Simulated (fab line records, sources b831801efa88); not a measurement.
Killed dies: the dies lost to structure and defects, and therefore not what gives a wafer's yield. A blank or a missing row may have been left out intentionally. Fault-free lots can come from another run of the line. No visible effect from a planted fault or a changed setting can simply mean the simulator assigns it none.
A lot that was struck, set against a sound lot	flow sky130	20 out of 708 route steps
Sound: these wafers, L773.1, L773.3, L773.6. Struck: wafer L780.5 (L780.1, L780.3, from the same lot, were not struck and are left out); the cause is given at the end.
For every step that has rows: the tool of each side, followed by ch and its chambers, followed by its first start. Under that, the readings that differ: sound wafers	struck wafers	difference of the means	sigmas: that difference in standard deviations of wafers without a fault.
alike: same words and numbers on both sides, and readings whose means sit less than 2 such deviations apart. not compared: any withheld reading, any reading some wafer has no value for, any bound like >300 that may hide the same value, and any number with overlapping values for which the record gives no deviation.
Wherever a step has rows on one side only, a row that says differs or no value, or a row with sigmas, the two part there. Numbers that don't overlap but have no deviation are shown without sigmas and don't part them. A reading missing from all wafers of one side parts the sides only when that side holds two or more wafers.

SKY_FIELD_ISO_BOW_MEAS_00:
  sound: film metro-02 at day 2 16:00; struck: film metro-02 at day 4 03:00
  alike: INCOMING_BOW
then, 1 step without rows for these wafers: SKY_FIELD_ISO_OXIDATION_01 (stabilise 600 s, purge 300 s, target thk 12 nm).
SKY_FIELD_ISO_THK_MEAS_02:
  sound: film metro-01 at day 2 20:19; struck: film metro-02 at day 4 05:53
  alike: FIELD_ISO_OXIDATION_00_THK
then, 1 step without rows for these wafers: SKY_FIELD_ISO_CVD_03 (deposits Si3N4 from DCS/NH3, target thk 165 nm, time 2830 s).
SKY_FIELD_ISO_THK_MEAS_04:
  sound: film metro-04 at day 2 22:10; struck: film metro-02 at day 4 07:44
  alike: FIELD_ISO_CVD_03_THK
then, 5 steps without rows for these wafers: SKY_FIELD_ISO_DEHYDRATE_05 (time 60 s); SKY_FIELD_ISO_HMDS_06 (prime time 60 s); SKY_FIELD_ISO_COAT_07 (resist thk 60 nm); SKY_FIELD_ISO_COAT_08 (resist thk 450 nm); SKY_FIELD_ISO_SOFTBAKE_09 (time 90 s).
SKY_FIELD_ISO_EXPOSE_10: exposes mask FOM, target cd 150 nm.
  sound on krf scanner-01 ch 0, day 3 05:16; struck on krf scanner-01 ch 0, day 4 17:23
  alike: mask, exposure dose mJ cm2
then, 2 steps without rows for these wafers: SKY_FIELD_ISO_PEB_11; SKY_FIELD_ISO_DEVELOP_12 (develop time 60 s).
SKY_FIELD_ISO_CD_MEAS_13 targets a cd of 150 nm.
  sound: cd sem-01 at day 3 12:32; struck: cd sem-01 at day 5 02:08
reading	sound	struck	difference	sigmas
cd nm (nm)	148.2 149.3 148.5	95.0	-53.7	-38
SKY_FIELD_ISO_ETCH_14: etches BARC in N2/H2, stops on SiO2, time 45.9 s, target depth 60 nm.
  sound on rie diel-04 ch 1,3, day 3 12:40; struck on rie diel-02 ch 3, day 5 02:16
reading	sound	struck	difference	sigmas
model.FIELD_ISO.cd nm (nm)	148.7 149 147.9	95.61	-52.92	
  alike: drypump motor current A, oes product au, throttle valve pct
  not compared: rf hours counter h
SKY_FIELD_ISO_ETCH_15: etches the open film in CHF3/O2, stops on Si, target depth 180 nm, time 72 s.
  sound on rie diel-04 ch 1,3, day 3 12:42; struck on rie diel-02 ch 3, day 5 02:18
  alike: drypump motor current A, oes product au, throttle valve pct
  not compared: rf hours counter h
SKY_FIELD_ISO_STRIP_16: strips in O2/N2.
  sound on plasma asher-02 ch 0,1, day 3 12:46; struck on plasma asher-03 ch 0, day 5 02:22
  alike: drypump motor current A, oes product au, strip time to endpoint s
  not compared: rf hours counter h
SKY_FIELD_ISO_ETCH_17: etches Si in HBr/Cl2/O2, target depth 342 nm, time 97.7 s.
  sound on rie si-01 ch 2,3, day 3 12:52; struck on rie si-01 ch 1, day 5 02:28
reading	sound	struck	difference	sigmas
mfc cl2 sccm (sccm)	39.91 39.76 39.95	40.21	+0.34	+3
model.FIELD_ISO.cd nm (nm)	148.2 149.1 147.8	95.63	-52.74	
  alike: drypump motor current A, oes product au, throttle valve pct
  not compared: rf hours counter h
then, 1 step without rows for these wafers: SKY_FIELD_ISO_WET_ETCH_18 (etches Si3N4 in H3PO4, target depth 25 nm, time 286 s).
-- record jumps: 44 days separate the struck wafers' starts on either side; left off in module FIELD_ISO, taken up again in module PAD_OPEN, whose first shown step is the route's number 708 --
SKY_PAD_OPEN_PROBE_99:
  the record has rows for the struck wafers here (prober-01, day 49 00:02) and none for the sound ones

WHERE THEY PART
Earliest at SKY_FIELD_ISO_CD_MEAS_13; latest, in this record, at SKY_PAD_OPEN_PROBE_99.

WHY: the cause the simulator had injected
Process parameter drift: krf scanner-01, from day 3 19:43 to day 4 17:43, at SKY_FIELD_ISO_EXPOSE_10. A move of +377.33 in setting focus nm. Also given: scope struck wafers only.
